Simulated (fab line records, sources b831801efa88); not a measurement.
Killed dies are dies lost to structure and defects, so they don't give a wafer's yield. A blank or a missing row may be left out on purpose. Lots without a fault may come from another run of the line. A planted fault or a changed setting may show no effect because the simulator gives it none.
Which tool did it? | flow gf180mcu | 12 lots, 36 wafers sampled, at 5 steps of a route of 602

WHAT THE GAUGES READ, wafer by wafer
GF_CONTACT_CD_MEAS_14: target cd 220 nm. Usual: cd_nm 220.2 nm, standard deviation 1.3.
lot  | measured     | on        | cd_nm (nm)        | flag
L786 | day 16 04:23 | cd_sem-02 | 221.6 220.8 221.5 |
L787 | day 16 21:13 | cd_sem-02 | 219.0 218.3 218.3 |
L788 | day 16 21:32 | cd_sem-01 | 222.2 223.1 223.0 |
L789 | day 17 17:58 | cd_sem-01 | 220.1 219.2 219.5 |
L791 | day 18 02:11 | cd_sem-01 | 221.2 219.6 220.9 |
L792 | day 18 15:38 | cd_sem-02 | 219.8 218.7 219.1 |
L799 | day 20 21:43 | cd_sem-02 | 221.7 220.1 222.0 |
L801 | day 21 10:10 | cd_sem-02 | 216.7 213.0 202.9 | OFF
L805 | day 22 16:31 | cd_sem-02 | 221.5 220.7 220.8 |
L806 | day 23 01:25 | cd_sem-01 | 219.2 221.3 220.8 |
L808 | day 23 17:16 | cd_sem-01 | 220.9 221.3 220.5 |
L809 | day 24 05:04 | cd_sem-01 | 222.0 219.1 219.9 |

GF_V1_THK_MEAS_03. Usual: V1_CVD_02_THK 853 nm, standard deviation 14.
lot  | measured     | on            | V1_CVD_02_THK (nm) | flag
L786 | day 17 05:41 | film_metro-04 | 855 874 856        |
L787 | day 17 22:56 | film_metro-04 | 870 878 878        |
L788 | day 17 23:35 | film_metro-01 | 819 833 858        |
L789 | day 18 20:35 | film_metro-02 | 874 881 865        |
L791 | day 19 05:15 | film_metro-01 | 840 854 867        |
L792 | day 19 18:08 | film_metro-04 | 862 856 865        |
L799 | day 21 22:51 | film_metro-04 | 858 843 837        |
L801 | day 22 11:53 | film_metro-01 | 840 853 861        |
L805 | day 23 17:47 | film_metro-02 | 834 867 871        |
L806 | day 24 02:16 | film_metro-01 | 842 838 864        |
L808 | day 24 17:22 | film_metro-02 | 854 865 877        |
L809 | day 25 05:43 | film_metro-04 | 832 844 858        |

WHICH TOOL RAN EACH LOT (tool, then ch and the chambers of the sampled wafers, then the start)
lot  | GF_CONTACT_CMP_04             | GF_CONTACT_EXPOSE_11              | GF_CONTACT_SPUTTER_22
L786 | cmp-02 ch 0,1,2, day 15 06:11 | krf_scanner-01 ch 0, day 15 17:52 | pvd_sputter-02, day 16 04:59
L787 | cmp-01 ch 0,2,3, day 15 22:53 | krf_scanner-01 ch 0, day 16 10:46 | pvd_sputter-03, day 16 21:47
L788 | cmp-02 ch 1,2,3, day 15 23:16 | krf_scanner-01 ch 0, day 16 10:52 | pvd_sputter-03, day 16 22:08
L789 | cmp-02 ch 1,3, day 16 18:35   | krf_scanner-01 ch 0, day 17 05:58 | pvd_sputter-03, day 17 18:41
L791 | cmp-01 ch 0,3, day 17 02:50   | krf_scanner-02 ch 0, day 17 15:16 | pvd_sputter-04, day 18 02:53
L792 | cmp-02 ch 2,3, day 17 15:58   | krf_scanner-02 ch 0, day 18 03:35 | pvd_sputter-03, day 18 16:20
L799 | cmp-02 ch 0,2,3, day 19 22:13 | krf_scanner-01 ch 0, day 20 10:04 | pvd_sputter-03, day 20 22:20
L801 | cmp-01 ch 0,2, day 20 10:47   | krf_scanner-02 ch 0, day 20 23:32 | pvd_sputter-04, day 21 10:48
L805 | cmp-02 ch 0,1, day 21 17:20   | krf_scanner-01 ch 0, day 22 05:26 | pvd_sputter-03, day 22 17:11
L806 | cmp-01 ch 0,1,3, day 22 02:33 | krf_scanner-01 ch 0, day 22 13:46 | pvd_sputter-04, day 23 02:03
L808 | cmp-01 ch 0,1,3, day 22 18:25 | krf_scanner-01 ch 0, day 23 06:26 | pvd_sputter-03, day 23 17:53
L809 | cmp-02 ch 1,2,3, day 23 06:34 | krf_scanner-01 ch 0, day 23 18:22 | pvd_sputter-04, day 24 05:41
- GF_CONTACT_CMP_04: polishes SiO2.
- GF_CONTACT_EXPOSE_11: exposes mask Contact, target cd 220 nm.
- GF_CONTACT_SPUTTER_22: material Ti, target thk 15 nm, time 80.02 s.

WHAT THE TOOLS THEMSELVES READ (means of the sampled wafers that have a number; where no wafer has one, the mark that the record gives instead)
GF_CONTACT_CMP_04. Usual: motor_current_A 12.2 A, standard deviation 1.2; time_to_endpoint_s 107 s, standard deviation 5.6.
lot  | tool   | motor_current_A (A) | time_to_endpoint_s (s) | flag
L786 | cmp-02 | 12.2                | 113                    |
L787 | cmp-01 | 12.4                | 106                    |
L788 | cmp-02 | 12.6                | 110                    |
L789 | cmp-02 | 12.8                | 107                    |
L791 | cmp-01 | 12.2                | 99                     |
L792 | cmp-02 | 11.9                | 106                    |
L799 | cmp-02 | 12.1                | 113                    |
L801 | cmp-01 | 12.8                | 105                    |
L805 | cmp-02 | 12.4                | 108                    |
L806 | cmp-01 | 12.5                | 105                    |
L808 | cmp-01 | 12.3                | 107                    |
L809 | cmp-02 | 12.4                | 114                    |

GF_CONTACT_EXPOSE_11. Usual: exposure_dose_mJ_cm2 37.96, standard deviation 0.037.
lot  | tool           | exposure_dose_mJ_cm2 | flag
L786 | krf_scanner-01 | 37.97                |
L787 | krf_scanner-01 | 37.94                |
L788 | krf_scanner-01 | 37.94                |
L789 | krf_scanner-01 | 37.97                |
L791 | krf_scanner-02 | 37.94                |
L792 | krf_scanner-02 | 37.99                |
L799 | krf_scanner-01 | 38.04                |
L801 | krf_scanner-02 | 38.34                | OFF
L805 | krf_scanner-01 | 37.95                |
L806 | krf_scanner-01 | 37.95                |
L808 | krf_scanner-01 | 37.96                |
L809 | krf_scanner-01 | 37.91                |

GF_CONTACT_SPUTTER_22. Usual: throttle_valve_pct 29.7 %, standard deviation 0.87.
lot  | tool           | throttle_valve_pct (%) | flag
L786 | pvd_sputter-02 | 29.1                   |
L787 | pvd_sputter-03 | 29.4                   |
L788 | pvd_sputter-03 | 30.2                   |
L789 | pvd_sputter-03 | 29.7                   |
L791 | pvd_sputter-04 | 30.7                   |
L792 | pvd_sputter-03 | 29.5                   |
L799 | pvd_sputter-03 | 29.5                   |
L801 | pvd_sputter-04 | 30.6                   |
L805 | pvd_sputter-03 | 30.1                   |
L806 | pvd_sputter-04 | 30.0                   |
L808 | pvd_sputter-03 | 29.2                   |
L809 | pvd_sputter-04 | 30.8                   |

THE ANSWER, worked out from the rows above alone
Rule: a lot is off if the mean of its wafers that have a number lies more than 3 standard deviations from the usual mean. A lot without any number at a reading at which 4 lots or more have one is off too. The other lots that the step has rows for count as sound. The gauges are gone through in route order, then the tools' own readings, and for those a lot's mean is taken as printed above. The first step at which some lot is off is used, and at that step the reading that is off furthest; a lot without a number counts as furthest.
Off: L801, at GF_CONTACT_CD_MEAS_14 (cd_nm).
A tool fits if, at a process step before that reading, it ran every lot that is off, and no sound lot after the first of them. The gauges at GF_CONTACT_CD_MEAS_14 aren't tried: what is off there is off at GF_CONTACT_EXPOSE_11 too, on other tools, and a gauge's error can't cause that. One fits: krf_scanner-02 at GF_CONTACT_EXPOSE_11. Its last sound lot is L792 (day 18 03:35), its first lot that is off L801 (day 20 23:32): a fault that began between those two fits.
The tool's own readings at GF_CONTACT_EXPOSE_11 bear it out: on the lots that are off they differ by more than 5 times the standard deviation of the sound lots' means. exposure_dose_mJ_cm2 reads 38.34 there against 37.96 on the sound lots.

WHAT THE SIMULATOR HAD PUT IN
Process parameter drift: krf_scanner-02, from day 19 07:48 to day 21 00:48, at GF_CONTACT_EXPOSE_11. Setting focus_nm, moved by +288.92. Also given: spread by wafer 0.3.
Lots struck among those shown: L801. The rule above found the same.
